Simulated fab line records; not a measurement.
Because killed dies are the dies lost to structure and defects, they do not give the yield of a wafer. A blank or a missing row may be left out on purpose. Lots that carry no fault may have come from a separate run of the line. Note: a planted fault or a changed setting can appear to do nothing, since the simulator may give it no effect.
What tool caused it?    flow gf180mcu    72 wafers from 24 lots sampled at 6 of the route's 602 steps

## WHAT THE GAUGES SHOWED, per wafer
GF_V2_BOW_MEAS_05. Usual: for V2_BOW the level is 98 um and the standard deviation is 7.7.
lot   measured      on             V2_BOW (um)  flag
L074  day 19 05:11  film_metro-02  98 106 104   
L075  day 19 13:02  film_metro-02  98 99 90     
L076  day 20 01:19  film_metro-03  108 99 99    
L077  day 20 07:51  film_metro-02  88 88 90     
L078  day 20 20:33  film_metro-03  109 104 101  
L079  day 21 06:57  film_metro-01  102 95 97    
L080  day 21 11:52  film_metro-02  110 103 102  
L081  day 21 22:23  film_metro-01  97 101 95    
L082  day 22 11:20  film_metro-02  104 98 113   
L083  day 22 19:50  film_metro-02  100 97 107   
L084  day 23 01:38  film_metro-02  96 84 97     
L085  day 23 11:26  film_metro-01  89 84 91     
L086  day 23 19:21  film_metro-01  86 86 87     
L087  day 24 03:00  film_metro-02  99 97 96     
L089  day 24 13:26  film_metro-01  104 113 98   
L088  day 24 19:21  film_metro-03  85 96 90     
L090  day 25 00:16  film_metro-03  109 100 108  
L091  day 25 13:21  film_metro-02  96 85 100    
L092  day 25 20:29  film_metro-01  95 97 97     
L093  day 25 21:34  film_metro-03  113 102 96   
L094  day 26 07:21  film_metro-02  93 91 104    
L095  day 26 12:06  film_metro-02  87 95 84     
L097  day 26 23:03  film_metro-02  98 95 85     
L096  day 27 02:39  film_metro-02  96 88 106    

GF_PASSIVATION_THK_MEAS_03. Usual: for PASSIVATION_CVD_02_THK the level is 696 nm and the standard deviation is 9.6.
lot   measured      on             PASSIVATION_CVD_02_THK (nm)  flag
L074  day 28 01:29  film_metro-03  693 708 705                  
L075  day 28 08:56  film_metro-02  701 710 710                  
L076  day 28 21:14  film_metro-03  694 699 695                  
L077  day 28 23:29  film_metro-02  687 690 695                  
L078  day 29 08:41  film_metro-03  706 700 715                  
L079  day 29 18:35  film_metro-03  694 696 683                  
L080  day 29 21:47  film_metro-03  694 693 704                  
L081  day 30 05:54  film_metro-02  692 697 698                  
L082  day 30 17:45  film_metro-02  699 722 718                  
L083  day 31 00:11  film_metro-02  678 698 689                  
L084  day 31 03:45  film_metro-03  693 693 694                  
L085  day 31 11:23  film_metro-01  699 706 723                  
L086  day 31 18:35  film_metro-01  696 696 696                  
L087  day 31 23:17  film_metro-03  689 681 695                  
L089  day 32 05:52  film_metro-01  686 707 703                  
L088  day 32 14:17  film_metro-03  680 686 692                  
L090  day 32 17:52  film_metro-01  681 700 711                  
L091  day 33 00:50  film_metro-02  681 687 697                  
L092  day 33 09:03  film_metro-03  689 706 710                  
L093  day 33 09:26  film_metro-02  677 698 689                  
L094  day 33 15:13  film_metro-02  684 700 702                  
L095  day 33 19:29  film_metro-02  695 701 693                  
L097  day 34 03:59  film_metro-02  693 698 696                  
L096  day 34 05:49  film_metro-02  682 685 698                  

## TOOL THAT RAN EACH LOT (tool first, then ch and the chambers of the sampled wafers, then the start)
lot   GF_M4_SPUTTER_01              GF_V4_ETCH_17                                  GF_V4_SPUTTER_21              GF_MIM_SPUTTER_00
L074  pvd_sputter-02, day 22 09:45  rie_diel-01 ch 0,2,3, day 24 09:09 or earlier  pvd_sputter-01, day 24 09:09  pvd_sputter-04, day 24 09:50
L075  pvd_sputter-03, day 22 17:42  rie_diel-02 ch 0,1,2, day 24 16:18 or earlier  pvd_sputter-01, day 24 16:18  pvd_sputter-04, day 24 16:59
L076  pvd_sputter-02, day 23 06:05  rie_diel-02 ch 0,1,3, day 25 04:22 or earlier  pvd_sputter-01, day 25 04:22  pvd_sputter-04, day 25 05:03
L077  pvd_sputter-01, day 23 10:15  rie_diel-01 ch 0,2,3, day 25 08:28 or earlier  pvd_sputter-02, day 25 08:28  pvd_sputter-04, day 25 09:09
L078  pvd_sputter-02, day 23 23:14  rie_diel-01 ch 0,2, day 25 19:54 or earlier    pvd_sputter-04, day 25 19:54  pvd_sputter-02, day 25 20:35
L079  pvd_sputter-03, day 24 08:41  rie_diel-01 ch 1,2,3, day 26 06:20 or earlier  pvd_sputter-04, day 26 06:20  pvd_sputter-03, day 26 07:02
L080  pvd_sputter-02, day 24 13:12  rie_diel-01 ch 1,2,3, day 26 10:02 or earlier  pvd_sputter-01, day 26 10:02  pvd_sputter-03, day 26 10:49
L081  pvd_sputter-03, day 24 21:35  rie_diel-03 ch 1,2,3, day 26 17:20 or earlier  pvd_sputter-02, day 26 17:20  pvd_sputter-03, day 26 18:01
L082  pvd_sputter-02, day 25 10:39  rie_diel-03 ch 0,1,3, day 27 07:27 or earlier  pvd_sputter-01, day 27 07:27  pvd_sputter-02, day 27 08:08
L083  pvd_sputter-03, day 25 19:16  rie_diel-02 ch 1,3, day 27 14:09 or earlier    pvd_sputter-02, day 27 14:09  pvd_sputter-04, day 27 14:52
L084  pvd_sputter-02, day 25 23:47  rie_diel-01 ch 0,1, day 27 18:50 or earlier    pvd_sputter-04, day 27 18:50  pvd_sputter-02, day 27 19:32
L085  pvd_sputter-02, day 26 09:38  rie_diel-03 ch 0,1,2, day 28 03:53 or earlier  pvd_sputter-02, day 28 03:53  pvd_sputter-04, day 28 04:35
L086  pvd_sputter-03, day 26 16:15  rie_diel-02 ch 0,1,2, day 28 10:01 or earlier  pvd_sputter-01, day 28 10:01  pvd_sputter-03, day 28 10:46
L087  pvd_sputter-02, day 26 22:51  rie_diel-01 ch 1,3, day 28 16:24 or earlier    pvd_sputter-01, day 28 16:24  pvd_sputter-04, day 28 17:05
L089  pvd_sputter-01, day 27 08:35  rie_diel-03 ch 0,1, day 29 01:48 or earlier    pvd_sputter-02, day 29 01:48  pvd_sputter-03, day 29 02:29
L088  pvd_sputter-01, day 27 14:22  rie_diel-01 ch 1,3, day 29 07:15 or earlier    pvd_sputter-04, day 29 07:15  pvd_sputter-03, day 29 07:56
L090  pvd_sputter-03, day 27 19:14  rie_diel-03 ch 2,3, day 29 12:08 or earlier    pvd_sputter-02, day 29 12:08  pvd_sputter-04, day 29 12:50
L091  pvd_sputter-02, day 28 06:22  rie_diel-03 ch 0,2,3, day 29 23:15 or earlier  pvd_sputter-04, day 29 23:15  pvd_sputter-03, day 29 23:56
L092  pvd_sputter-03, day 28 14:34  rie_diel-02 ch 0,1,2, day 30 05:53 or earlier  pvd_sputter-02, day 30 05:53  pvd_sputter-02, day 30 06:35
L093  pvd_sputter-02, day 28 14:47  rie_diel-03 ch 0,3, day 30 06:51 or earlier    pvd_sputter-04, day 30 06:51  pvd_sputter-04, day 30 07:34
L094  pvd_sputter-02, day 29 00:07  rie_diel-02 ch 0,1, day 30 15:38 or earlier    pvd_sputter-02, day 30 15:38  pvd_sputter-02, day 30 16:40
L095  pvd_sputter-02, day 29 05:23  rie_diel-01 ch 1,2,3, day 30 20:27 or earlier  pvd_sputter-04, day 30 20:27  pvd_sputter-03, day 30 21:08
L097  pvd_sputter-03, day 29 15:04  rie_diel-01 ch 0,2,3, day 31 05:36 or earlier  pvd_sputter-02, day 31 05:36  pvd_sputter-04, day 31 06:17
L096  pvd_sputter-02, day 29 17:36  rie_diel-03 ch 0,1,2, day 31 07:33 or earlier  pvd_sputter-02, day 31 07:33  pvd_sputter-04, day 31 08:15
- GF_M4_SPUTTER_01: material TiN, target thk 30 nm, time 25 s.
- GF_V4_ETCH_17: etches SiO2 in C4F8/O2/Ar, stops on TiN, target depth 630 nm.
- GF_V4_SPUTTER_21: material Ti, target thk 15 nm, time 80.02 s.
- GF_MIM_SPUTTER_00: material Ti, target thk 37.5 nm, time 150 s.

## AS READ BY THE TOOLS THEMSELVES (means over the sampled wafers that have a number; for cases with no such wafer, the mark the record gives instead)
GF_M4_SPUTTER_01. Usual: throttle_valve_pct reads 29.9 % (standard deviation 0.91).
lot   tool            throttle_valve_pct (%)  flag
L074  pvd_sputter-02  29.9                    
L075  pvd_sputter-03  29.5                    
L076  pvd_sputter-02  28.9                    
L077  pvd_sputter-01  30.2                    
L078  pvd_sputter-02  29.7                    
L079  pvd_sputter-03  29.6                    
L080  pvd_sputter-02  30.0                    
L081  pvd_sputter-03  30.1                    
L082  pvd_sputter-02  29.8                    
L083  pvd_sputter-03  30.1                    
L084  pvd_sputter-02  30.9                    
L085  pvd_sputter-02  28.8                    
L086  pvd_sputter-03  29.8                    
L087  pvd_sputter-02  29.0                    
L089  pvd_sputter-01  30.7                    
L088  pvd_sputter-01  30.7                    
L090  pvd_sputter-03  29.9                    
L091  pvd_sputter-02  29.0                    
L092  pvd_sputter-03  29.7                    
L093  pvd_sputter-02  30.0                    
L094  pvd_sputter-02  30.0                    
L095  pvd_sputter-02  28.8                    
L097  pvd_sputter-03  30.4                    
L096  pvd_sputter-02  29.1                    

GF_V4_ETCH_17. Usual: oes_product_au reads 0.856 a.u. (standard deviation 0.0043).
lot   tool         oes_product_au (a.u.)  flag
L074  rie_diel-01  0.857                  
L075  rie_diel-02  0.857                  
L076  rie_diel-02  0.861                  
L077  rie_diel-01  0.857                  
L078  rie_diel-01  0.854                  
L079  rie_diel-01  0.860                  
L080  rie_diel-01  0.856                  
L081  rie_diel-03  0.854                  
L082  rie_diel-03  0.852                  
L083  rie_diel-02  0.856                  
L084  rie_diel-01  0.862                  
L085  rie_diel-03  0.857                  
L086  rie_diel-02  0.856                  
L087  rie_diel-01  0.854                  
L089  rie_diel-03  0.858                  
L088  rie_diel-01  0.854                  
L090  rie_diel-03  0.862                  
L091  rie_diel-03  0.853                  
L092  rie_diel-02  0.858                  
L093  rie_diel-03  0.858                  
L094  rie_diel-02  0.852                  
L095  rie_diel-01  0.856                  
L097  rie_diel-01  0.854                  
L096  rie_diel-03  0.857                  

GF_V4_SPUTTER_21. Usual: throttle_valve_pct reads 30.1 % (standard deviation 0.84).
lot   tool            throttle_valve_pct (%)  flag
L074  pvd_sputter-01  30.6                    
L075  pvd_sputter-01  30.2                    
L076  pvd_sputter-01  30.3                    
L077  pvd_sputter-02  29.8                    
L078  pvd_sputter-04  30.2                    
L079  pvd_sputter-04  30.3                    
L080  pvd_sputter-01  30.3                    
L081  pvd_sputter-02  29.7                    
L082  pvd_sputter-01  30.3                    
L083  pvd_sputter-02  30.7                    
L084  pvd_sputter-04  30.2                    
L085  pvd_sputter-02  29.6                    
L086  pvd_sputter-01  30.5                    
L087  pvd_sputter-01  30.5                    
L089  pvd_sputter-02  29.6                    
L088  pvd_sputter-04  30.3                    
L090  pvd_sputter-02  29.0                    
L091  pvd_sputter-04  30.1                    
L092  pvd_sputter-02  30.0                    
L093  pvd_sputter-04  30.2                    
L094  pvd_sputter-02  30.0                    
L095  pvd_sputter-04  30.3                    
L097  pvd_sputter-02  29.4                    
L096  pvd_sputter-02  30.1                    

GF_MIM_SPUTTER_00. Usual: throttle_valve_pct reads 30.0 % (standard deviation 0.68).
lot   tool            throttle_valve_pct (%)  flag
L074  pvd_sputter-04  30.4                    
L075  pvd_sputter-04  30.1                    
L076  pvd_sputter-04  30.0                    
L077  pvd_sputter-04  30.2                    
L078  pvd_sputter-02  29.8                    
L079  pvd_sputter-03  29.7                    
L080  pvd_sputter-03  29.8                    
L081  pvd_sputter-03  30.2                    
L082  pvd_sputter-02  28.8                    
L083  pvd_sputter-04  30.1                    
L084  pvd_sputter-02  30.5                    
L085  pvd_sputter-04  30.5                    
L086  pvd_sputter-03  29.8                    
L087  pvd_sputter-04  30.1                    
L089  pvd_sputter-03  30.0                    
L088  pvd_sputter-03  29.5                    
L090  pvd_sputter-04  29.9                    
L091  pvd_sputter-03  30.2                    
L092  pvd_sputter-02  29.3                    
L093  pvd_sputter-04  30.1                    
L094  pvd_sputter-02  29.9                    
L095  pvd_sputter-03  30.1                    
L097  pvd_sputter-04  30.2                    
L096  pvd_sputter-04  30.4                    

## THE ANSWER, worked out from the rows above alone
Rule: a lot counts as off when the mean over its wafers that have a number is more than 3 standard deviations away from the usual mean. Also off: a lot with no number at a reading for which 4 or more lots have one. Where the step has rows for the other lots, those lots are counted as sound. The gauges are gone through in route order, then the tools' own readings, and for those a lot's mean is taken as printed above. The first step at which some lot is off is used, and at that step the reading that is off furthest; a lot without a number counts as furthest.
None of the lots is off at any reading shown; this tells nothing.

## WHAT THE SIMULATOR PUT IN
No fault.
